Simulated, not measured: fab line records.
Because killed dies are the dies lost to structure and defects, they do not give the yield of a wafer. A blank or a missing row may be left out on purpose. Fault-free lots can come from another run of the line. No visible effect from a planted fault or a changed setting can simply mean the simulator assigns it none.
The tool behind it: which one?	flow sky130	Sampling: 11 lots, 33 wafers, 6 of 708 route steps

## WHAT THE GAUGES SHOWED, per wafer
SKY_SD_N_RS_MEAS_16: a four-point-probe measurement. Usual: SD_N_RS typically reads 68.59 ohm/sq, with standard deviation 0.12.
lot	measured	on	SD_N_RS (ohm/sq)	flag
L411	day 29 23:33	film_metro-03	68.57 68.47 68.47	
L413	day 30 09:08	film_metro-02	68.51 68.53 68.52	
L415	day 31 05:49	film_metro-01	68.40 68.63 68.60	
L414	day 31 07:04	film_metro-01	68.48 68.69 68.50	
L416	day 31 17:53	film_metro-03	68.80 68.69 68.54	
L417	day 31 21:12	film_metro-02	60.63 60.51 60.56	OFF
L418	day 32 02:02	film_metro-02	68.56 68.70 68.73	
L419	day 32 07:25	film_metro-01	60.35 60.21 60.45	OFF
L420	day 32 17:25	film_metro-01	68.33 68.45 68.49	
L426	day 34 08:51	film_metro-02	68.70 68.64 68.75	
L429	day 35 12:36	film_metro-02	68.78 68.70 68.68	

SKY_SD_N_RS_MEAS_17: a four-point-probe measurement. Usual: SD_P_RS typically reads 147.1 ohm/sq, with standard deviation 0.33.
lot	measured	on	SD_P_RS (ohm/sq)	flag
L411	day 29 23:40	film_metro-03	146.9 146.6 146.8	
L413	day 30 09:16	film_metro-02	147.1 147.0 146.7	
L415	day 31 05:56	film_metro-01	146.9 147.2 146.9	
L414	day 31 07:11	film_metro-01	146.9 147.5 147.5	
L416	day 31 18:01	film_metro-03	147.2 147.2 146.9	
L417	day 31 21:19	film_metro-02	108.1 107.6 107.6	OFF
L418	day 32 02:10	film_metro-02	147.1 147.2 147.1	
L419	day 32 07:32	film_metro-01	107.9 108.1 108.2	OFF
L420	day 32 17:32	film_metro-01	146.8 146.7 146.5	
L426	day 34 08:58	film_metro-02	147.5 147.6 147.5	
L429	day 35 12:43	film_metro-02	147.3 147.5 147.1	

SKY_SD_N_RS_MEAS_18: a four-point-probe measurement. Usual: RES_XHIGH_RS typically reads 333.4 ohm/sq, with standard deviation 1.1.
lot	measured	on	RES_XHIGH_RS (ohm/sq)	flag
L411	day 29 23:47	film_metro-03	333.6 332.8 332.7	
L413	day 30 09:23	film_metro-02	333.6 332.9 332.4	
L415	day 31 06:04	film_metro-01	332.4 332.7 333.3	
L414	day 31 07:19	film_metro-01	334.3 335.2 334.3	
L416	day 31 18:08	film_metro-03	334.1 333.8 333.1	
L417	day 31 21:26	film_metro-02	329.2 329.5 329.4	OFF
L418	day 32 02:17	film_metro-02	333.6 333.7 333.0	
L419	day 32 07:39	film_metro-01	330.3 331.5 331.1	
L420	day 32 17:39	film_metro-01	334.4 335.4 333.2	
L426	day 34 09:05	film_metro-02	333.3 332.0 332.7	
L429	day 35 12:50	film_metro-02	336.4 334.7 336.0	

SKY_VIA1_OVL_MEAS_13. Usual: VIA1_OVL typically reads 0 nm, with standard deviation 4.9.
lot	measured	on	VIA1_OVL (nm)	flag
L411	day 35 20:05	overlay-01	-1 -3 4	
L413	day 36 06:59	overlay-01	3 4 6	
L415	day 37 02:32	overlay-02	-5 -5 -8	
L414	day 37 04:29	overlay-01	0 2 3	
L416	day 37 14:49	overlay-02	-4 -4 -13	
L417	day 37 15:59	overlay-01	-7 -3 -4	
L418	day 37 21:15	overlay-02	6 10 4	
L419	day 38 01:59	overlay-01	-3 -1 -2	
L420	day 38 11:59	overlay-01	-9 -12 -6	
L426	day 40 02:11	overlay-01	9 8 6	
L429	day 41 03:21	overlay-01	2 8 1	

## TOOL THAT RAN EACH LOT (tool first, then ch and the chambers of the sampled wafers, then the start)
lot	SKY_SD_N_RTA_14	SKY_METAL1_SPUTTER_04
L411	rtp_anneal-01 ch 0, day 29 23:23	pvd_sputter-01, day 33 12:51
L413	rtp_anneal-01 ch 0, day 30 08:58	pvd_sputter-03, day 33 23:07
L415	rtp_anneal-02 ch 0, day 31 05:38	pvd_sputter-03, day 34 18:52
L414	rtp_anneal-01 ch 0, day 31 06:54	pvd_sputter-03, day 34 20:12
L416	rtp_anneal-02 ch 0, day 31 17:43	pvd_sputter-03, day 35 07:26
L417	rtp_anneal-01 ch 0, day 31 21:02	pvd_sputter-01, day 35 09:52
L418	rtp_anneal-02 ch 0, day 32 01:52	pvd_sputter-03, day 35 14:35
L419	rtp_anneal-01 ch 0, day 32 07:14	pvd_sputter-01, day 35 19:44
L420	rtp_anneal-02 ch 0, day 32 17:14	pvd_sputter-02, day 36 06:48
L426	rtp_anneal-02 ch 0, day 34 08:41	pvd_sputter-01, day 37 22:41
L429	rtp_anneal-01 ch 0, day 35 12:26	pvd_sputter-01, day 38 23:40
- SKY_SD_N_RTA_14: time 2 s.
- SKY_METAL1_SPUTTER_04: material TiN, target thk 70 nm, time 58.3 s.

## WHAT THE TOOLS THEMSELVES READ (means of the sampled wafers that have a number; where no wafer has one, the mark that the record gives instead)
SKY_SD_N_RTA_14. Usual: lamp_power_pct 15.74 %, standard deviation 0.052; ramp_up_c_per_s 150.00, standard deviation 0.029; wafer_temp_C_max 1078.2, standard deviation 1.2.
lot	tool	lamp_power_pct (%)	ramp_up_c_per_s	wafer_temp_C_max	flag
L411	rtp_anneal-01	15.76	150.00	1078.6	
L413	rtp_anneal-01	15.72	150.02	1078.4	
L415	rtp_anneal-02	15.70	149.99	1078.3	
L414	rtp_anneal-01	15.72	150.01	1077.1	
L416	rtp_anneal-02	15.69	149.99	1079.4	
L417	rtp_anneal-01	16.80	150.00	1122.6	OFF
L418	rtp_anneal-02	15.74	150.00	1077.7	
L419	rtp_anneal-01	16.73	149.98	1120.6	OFF
L420	rtp_anneal-02	15.74	150.01	1078.6	
L426	rtp_anneal-02	15.73	149.97	1078.3	
L429	rtp_anneal-01	15.74	149.98	1079.3	

SKY_METAL1_SPUTTER_04. Usual: 30.2 % for throttle_valve_pct, sd 0.88.
lot	tool	throttle_valve_pct (%)	flag
L411	pvd_sputter-01	29.4	
L413	pvd_sputter-03	30.5	
L415	pvd_sputter-03	30.5	
L414	pvd_sputter-03	30.5	
L416	pvd_sputter-03	29.6	
L417	pvd_sputter-01	30.5	
L418	pvd_sputter-03	30.4	
L419	pvd_sputter-01	29.1	
L420	pvd_sputter-02	30.5	
L426	pvd_sputter-01	30.0	
L429	pvd_sputter-01	30.8	

## THE ANSWER, worked out from the rows above alone
Rule: lot off if the mean of its wafers having a number is beyond 3 standard deviations from the usual mean. Also off: a lot with no number at a reading for which 4 or more lots have one. Any other lot the step has rows for is counted as sound. After the gauges, taken in route order, come the tools' own readings; for these a lot's mean is taken, as printed above. At the first step where some lot is off, the reading lying furthest off is the one used; lots without a number count as furthest.
Off: at SKY_SD_N_RS_MEAS_16 (SD_N_RS), L417, L419.
If a tool, at a process step before that reading, ran all the lots that are off and no sound lot after the first of them, it fits. The gauges at SKY_SD_N_RS_MEAS_16 aren't tried: what is off there is off at SKY_SD_N_RTA_14 too, on other tools, and a gauge's error can't cause that. None of those tried fits.

## WHAT THE SIMULATOR HAD PUT IN
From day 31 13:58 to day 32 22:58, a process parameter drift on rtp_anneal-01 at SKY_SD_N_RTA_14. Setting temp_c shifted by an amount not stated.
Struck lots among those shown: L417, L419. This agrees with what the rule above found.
